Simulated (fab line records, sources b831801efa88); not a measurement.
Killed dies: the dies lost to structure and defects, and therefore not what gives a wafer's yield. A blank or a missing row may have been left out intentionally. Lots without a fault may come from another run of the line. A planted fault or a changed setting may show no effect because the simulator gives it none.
Which tool is to blame? -- flow sky130 -- 33 wafers from 11 lots sampled at 5 of the route's 708 steps

## WHAT THE GAUGES SHOWED, per wafer
SKY_GATE_OXIDE_THK_MEAS_02.
lot,measured,on,GATE_OXIDE_OXIDATION_00_THK (nm)
L176,day 12 10:43,film-metro-01,10.22 9.91 10.00
L178,day 13 06:58,film-metro-02,10.38 10.30 10.42
L180,day 14 00:13,film-metro-01,10.31 10.45 10.40
L181,day 13 22:31,film-metro-02,10.44 10.49 10.64
L183,day 15 01:29,film-metro-04,10.26 10.14 10.27
L184,day 15 04:05,film-metro-01,10.13 10.17 10.28
L185,day 15 08:07,film-metro-01,9.85 10.00 9.88
L186,day 15 21:51,film-metro-01,10.22 10.17 10.24
L188,day 16 19:33,film-metro-04,10.51 10.64 10.49
L195,day 18 22:34,film-metro-01,7.47 7.66 7.35 7.52 7.69 7.42
L196,day 19 08:37,film-metro-01,7.66 7.57 7.72 7.72 7.49 7.74

SKY_METAL1_RS_MEAS_05: the measuring method here is four-point-probe.
lot,measured,on,METAL1_ALCU_RS (ohm/sq)
L176,day 31 03:49,film-metro-04,0.1266 0.1244 0.1264
L178,day 32 05:11,film-metro-01,0.1226 0.1240 0.1244
L180,day 32 21:50,film-metro-01,0.1279 0.1264 0.1268
L181,day 32 16:28,film-metro-04,0.1239 0.1254 0.1252
L183,day 33 22:26,film-metro-02,0.1276 0.1279 0.1296
L184,day 34 00:22,film-metro-02,0.1254 0.1263 0.1273
L185,day 34 05:14,film-metro-01,0.1276 0.1290 0.1298
L186,day 34 21:04,film-metro-04,0.1270 0.1273 0.1257
L188,day 35 11:49,film-metro-02,0.1267 0.1269 0.1266
L195,day 37 11:11,film-metro-04,0.1283 0.1262 0.1267
L196,day 37 22:02,film-metro-04,0.1249 0.1237 0.1237

## EACH LOT AND THE TOOL THAT RAN IT (in order: tool; ch and the chambers of the sampled wafers; start)
lot,SKY_DNWELL_STRIP_08,SKY_GATE_OXIDE_OXIDATION_01,SKY_METAL1_SPUTTER_04
L176,"plasma-asher-04 ch 0,1, day 3 05:44","furnace-01 ch 0, day 12 09:18","pvd-sputter-03, day 31 03:46"
L178,"plasma-asher-04 ch 0,1, day 3 18:53","furnace-01 ch 0, day 13 05:32","pvd-sputter-03, day 32 05:07"
L180,"plasma-asher-04 ch 0,1, day 4 02:08","furnace-02 ch 0, day 13 22:47","pvd-sputter-03, day 32 21:46"
L181,"plasma-asher-01 ch 0,1, day 4 04:50","furnace-01 ch 0, day 13 21:05","pvd-sputter-03, day 32 16:24"
L183,"plasma-asher-03 ch 0,1, day 4 17:53","furnace-01 ch 0, day 15 00:05","pvd-sputter-04, day 33 22:23"
L184,"plasma-asher-04 ch 0,1, day 4 23:23","furnace-01 ch 0, day 15 02:40","pvd-sputter-03, day 34 00:19"
L185,"plasma-asher-01 ch 0,1, day 5 02:32","furnace-02 ch 0, day 15 06:43","pvd-sputter-01, day 34 05:12"
L186,"plasma-asher-03 ch 0,1, day 5 11:29","furnace-02 ch 0, day 15 20:27","pvd-sputter-04, day 34 21:01"
L188,"plasma-asher-03 ch 0,1, day 5 22:47","furnace-01 ch 0, day 16 18:08","pvd-sputter-04, day 35 11:44"
L195,"plasma-asher-04 ch 0,1, day 7 10:59","furnace-01 ch 0, day 18 21:09","pvd-sputter-01, day 37 11:07"
L196,"plasma-asher-04 ch 0,1, day 7 16:26","furnace-01 ch 0, day 19 07:12","pvd-sputter-03, day 37 21:58"
- SKY_DNWELL_STRIP_08: strips in O2/N2.
- SKY_GATE_OXIDE_OXIDATION_01: stabilise 600 s, purge 300 s, target thk 10.268 nm.
- SKY_METAL1_SPUTTER_04: material TiN, target thk 70 nm, time 58.3 s.

## WHAT THE TOOLS THEMSELVES READ (means of the sampled wafers that have a number; where no wafer has one, the mark that the record gives instead)
SKY_DNWELL_STRIP_08.
lot,tool,drypump-motor-current-A (A),oes-product-au (a.u.),strip-time-to-endpoint-s (s)
L176,plasma-asher-04,5.2,0.730,36.86
L178,plasma-asher-04,5.1,0.722,36.80
L180,plasma-asher-04,5.3,0.724,36.98
L181,plasma-asher-01,5.6,0.721,36.68
L183,plasma-asher-03,5.8,0.721,36.97
L184,plasma-asher-04,5.2,0.723,36.97
L185,plasma-asher-01,5.6,0.725,37.16
L186,plasma-asher-03,5.6,0.721,36.92
L188,plasma-asher-03,5.8,0.723,37.00
L195,plasma-asher-04,5.1,0.726,36.81
L196,plasma-asher-04,5.2,0.724,37.19

SKY_GATE_OXIDE_OXIDATION_01.
lot,tool,spike-tc-top-C (C),tube_center_temp_C_max,zone-power-bottom-pct (%),zone-power-lower-pct (%)
L176,furnace-01,909.5,902.4,27.3,17.8
L178,furnace-01,910.4,902.5,27.7,17.7
L180,furnace-02,906.7,902.7,28.4,21.1
L181,furnace-01,911.6,902.7,27.8,18.0
L183,furnace-01,911.9,902.3,27.8,17.9
L184,furnace-01,911.6,902.3,27.6,17.9
L185,furnace-02,907.2,902.2,28.3,21.2
L186,furnace-02,905.6,902.3,28.5,20.9
L188,furnace-01,911.3,902.2,27.6,17.9
L195,furnace-01,910.8,902.2,27.6,18.0
L196,furnace-01,910.9,902.4,27.7,17.9

SKY_METAL1_SPUTTER_04.
lot,tool,throttle-valve-pct (%)
L176,pvd-sputter-03,31.1
L178,pvd-sputter-03,30.5
L180,pvd-sputter-03,31.3
L181,pvd-sputter-03,31.0
L183,pvd-sputter-04,29.8
L184,pvd-sputter-03,30.7
L185,pvd-sputter-01,29.9
L186,pvd-sputter-04,29.5
L188,pvd-sputter-04,29.9
L195,pvd-sputter-01,30.0
L196,pvd-sputter-03,30.1

## THE ANSWER, worked out from the rows above alone
Rule: usual is defined by the lots themselves. The widest of any qualifying gaps counts: lots, ordered by their means at a reading, are off when they make up no more than a third of the lots, leave a main group of 4 or more, and stand apart from it by 3 or more times the standard deviation of that group's means. A main group is skipped when, at the precision printed for the reading in the tables above, its means are all equal. A lot without any number at a reading at which 4 lots or more have one is off too. Any other lot the step has rows for is counted as sound. The gauges are gone through in route order, then the tools' own readings, and for those a lot's mean is taken as printed above. The first step at which some lot is off is used, and at that step the reading that is off furthest; a lot without a number counts as furthest.
Off: L195, L196, at SKY_GATE_OXIDE_THK_MEAS_02 (GATE_OXIDE_OXIDATION_00_THK). For the main group the mean is 10.27 nm and the standard deviation 0.2.
If a tool, at a process step before that reading, ran all the lots that are off and no sound lot after the first of them, it fits. Those tools and the gauges at SKY_GATE_OXIDE_THK_MEAS_02 are tried in the same way. Can't be told from this: 3 tools fit, plasma-asher-04 at SKY_DNWELL_STRIP_08, furnace-01 at SKY_GATE_OXIDE_OXIDATION_01, film-metro-01 at SKY_GATE_OXIDE_THK_MEAS_02.

## WHAT THE SIMULATOR PUT IN
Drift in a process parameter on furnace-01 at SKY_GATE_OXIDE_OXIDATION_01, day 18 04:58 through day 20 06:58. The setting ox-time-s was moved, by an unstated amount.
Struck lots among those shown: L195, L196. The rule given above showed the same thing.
